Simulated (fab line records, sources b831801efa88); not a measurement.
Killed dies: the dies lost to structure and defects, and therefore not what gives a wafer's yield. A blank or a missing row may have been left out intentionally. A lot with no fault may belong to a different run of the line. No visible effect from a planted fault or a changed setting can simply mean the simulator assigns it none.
A struck lot beside a sound one -- flow gf180mcu -- 27 out of 602 route steps
Sound: the wafers L474.1, L474.3, L474.5. Struck: wafers L480.1, L480.3, L480.6. The cause is given at the end.
Order at every step that has rows: each side's tool, ch and its chambers, its first start. Under that, the readings that differ: sound wafers -- struck wafers -- difference of the means -- sigmas: that difference in standard deviations of wafers without a fault.
alike: readings whose means differ by less than 2 such deviations, and words and numbers that are the same on both sides. not compared: withheld readings, readings that some wafer has no value for, bounds like >300 that may hide the same value, and numbers for which the record gives no deviation and whose values overlap.
A row with sigmas, a row that says differs or no value, or rows on one side alone: a step with any of these is where the two part. Numbers that don't overlap but have no deviation are shown without sigmas and don't part them. Lack of a reading on every wafer of one side parts them only where that side has two or more wafers.

GF_LVPWELL_STRIP_10: strips in O2/N2.
  sound on plasma_asher-03 ch 0,1, day 4 00:47; struck on plasma_asher-04 ch 1, day 5 13:33
  alike: chamber_pressure_mTorr, drypump_motor_current_A, heater_power_w, oes_product_au, strip_time_to_endpoint_s
  not compared: rf_hours_counter_h
GF_LVPWELL_TW_MEAS_11:
  sound on film_metro-04 at day 4 00:53; struck on film_metro-01 at day 5 13:39
  alike: LVPWELL_TW
then, 7 steps without rows for these wafers: GF_MVSD_DEHYDRATE_00 (time 60 s); GF_MVSD_HMDS_01 (prime time 60 s); GF_MVSD_COAT_02 (resist thk 3000 nm); GF_MVSD_SOFTBAKE_03; GF_MVSD_EXPOSE_04 (exposes mask MVSD, target cd 1000 nm); GF_MVSD_PEB_05; GF_MVSD_DEVELOP_06 (develop time 60 s).
GF_MVSD_OVL_MEAS_07:
  sound on overlay-02 at day 4 13:40; struck on overlay-02 at day 6 04:51
  alike: MVSD_OVL
then, 2 steps without rows for these wafers: GF_MVSD_IMPLANT_08; GF_MVSD_IMPLANT_09.
GF_MVSD_STRIP_10: strips in O2/N2.
  sound on plasma_asher-02 ch 0,1, day 4 14:00; struck on plasma_asher-02 ch 0,1, day 6 05:11
  no value came back on the struck wafers for any of 6 readings (chamber_pressure_mTorr (mTorr), drypump_motor_current_A (A) and others); on the sound wafers chamber_pressure_mTorr (mTorr) reads 1499.0 1500.8 1498.1
reading,sound,struck,difference,sigmas
model.coat_of_MVSD_COAT_02.thk_nm (nm),0 0 0,2991 3004 3010,+3002,
  not compared: rf_hours_counter_h
GF_MVSD_TW_MEAS_11:
  sound on film_metro-03 at day 4 14:06; struck on film_metro-03 at day 6 05:17
  alike: MVSD_TW
then, 7 steps without rows for these wafers: GF_MVPSD_DEHYDRATE_00 (time 60 s); GF_MVPSD_HMDS_01 (prime time 60 s); GF_MVPSD_COAT_02 (resist thk 3000 nm); GF_MVPSD_SOFTBAKE_03; GF_MVPSD_EXPOSE_04 (exposes mask MVPSD, target cd 1000 nm); GF_MVPSD_PEB_05; GF_MVPSD_DEVELOP_06 (develop time 60 s).
GF_MVPSD_OVL_MEAS_07:
  sound on overlay-02 at day 5 03:23; struck on overlay-02 at day 6 21:26
  alike: MVPSD_OVL
then, 2 steps without rows for these wafers: GF_MVPSD_IMPLANT_08; GF_MVPSD_IMPLANT_09.
GF_MVPSD_STRIP_10: strips in O2/N2.
  sound on plasma_asher-01 ch 0,1, day 5 03:44; struck on plasma_asher-01 ch 0, day 6 21:47
reading,sound,struck,difference,sigmas
oes_product_au (a.u.),0.720 0.717 0.714,0.733 0.738 0.734,+0.018,+4
strip_time_to_endpoint_s (s),36.90 36.83 36.88,81.07 81.32 81.38,+44.39,+99 or more
  alike: chamber_pressure_mTorr, drypump_motor_current_A, heater_power_w
  not compared: rf_hours_counter_h
GF_MVPSD_TW_MEAS_11:
  sound on film_metro-03 at day 5 03:50; struck on film_metro-01 at day 6 21:53
reading,sound,struck,difference,sigmas
MVPSD_TW,561 555 559,30 30 30,-528,-81
then, 1 step without rows for these wafers: GF_VT_IMPLANT_DEHYDRATE_00 (time 60 s).

== WHERE THEY PART ==
At GF_MVSD_STRIP_10 first; at GF_MVPSD_TW_MEAS_11 last (within this record only).

WHY: whatever the simulator had introduced
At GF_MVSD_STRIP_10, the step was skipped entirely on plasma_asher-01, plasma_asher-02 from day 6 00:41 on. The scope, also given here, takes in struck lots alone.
